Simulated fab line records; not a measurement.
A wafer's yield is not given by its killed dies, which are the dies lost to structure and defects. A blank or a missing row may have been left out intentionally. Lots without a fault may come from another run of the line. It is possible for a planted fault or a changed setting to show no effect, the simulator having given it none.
Which tool did it? :: flow sky130 :: 12 lots, 36 wafers sampled, at 1 step of a route of 708

== WHAT THE GAUGES READ, wafer by wafer ==
SKY_CONTACT_RS_MEAS_25: a four-point-probe measurement.
lot: L075
measured: day 31 19:46
on: filmMetro-03
CONTACT_W_RS (ohm/sq): 0.343 0.340 0.337

lot: L077
measured: day 32 15:38
on: filmMetro-03
CONTACT_W_RS (ohm/sq): 0.335 0.330 0.334

lot: L079
measured: day 33 16:11
on: filmMetro-04
CONTACT_W_RS (ohm/sq): 0.342 0.343 0.337

lot: L081
measured: day 34 06:44
on: filmMetro-02
CONTACT_W_RS (ohm/sq): 0.343 0.338 0.341

lot: L083
measured: day 34 17:07
on: filmMetro-02
CONTACT_W_RS (ohm/sq): 0.334 0.326 0.338

lot: L085
measured: day 35 11:59
on: filmMetro-03
CONTACT_W_RS (ohm/sq): 0.334 0.337 0.339

lot: L087
measured: day 36 00:35
on: filmMetro-02
CONTACT_W_RS (ohm/sq): 0.327 0.335 0.335

lot: L088
measured: day 36 07:58
on: filmMetro-03
CONTACT_W_RS (ohm/sq): 0.327 0.332 0.333

lot: L091
measured: day 37 04:50
on: filmMetro-04
CONTACT_W_RS (ohm/sq): 0.329 0.332 0.337

lot: L093
measured: day 37 20:10
on: filmMetro-03
CONTACT_W_RS (ohm/sq): 0.335 0.338 0.334

lot: L095
measured: day 38 10:33
on: filmMetro-04
CONTACT_W_RS (ohm/sq): 0.328 0.330 0.331

lot: L097
measured: day 38 23:31
on: filmMetro-02
CONTACT_W_RS (ohm/sq): 0.334 0.334 0.333

== TOOL THAT RAN EACH LOT (tool first, then ch and the chambers of the sampled wafers, then the start) ==
There is no process step in the record ahead of these readings.

== THE ANSWER, worked out from the rows above alone ==
Rule: the lots themselves supply what counts as usual. Put in order of their means at a reading, lots are off if they are a third of the lots or fewer, leave a main group of 4 or more, and stand apart from it by a gap of 3 or more times the standard deviation of the main group's means; of several such gaps the widest counts. A main group is skipped when, at the precision printed for the reading in the tables above, its means are all equal. Also off: a lot with no number at a reading for which 4 or more lots have one. Any other lot the step has rows for is counted as sound.
Nothing can be told from this: no lot is off at any reading shown.

== WHAT THE SIMULATOR HAD INSERTED ==
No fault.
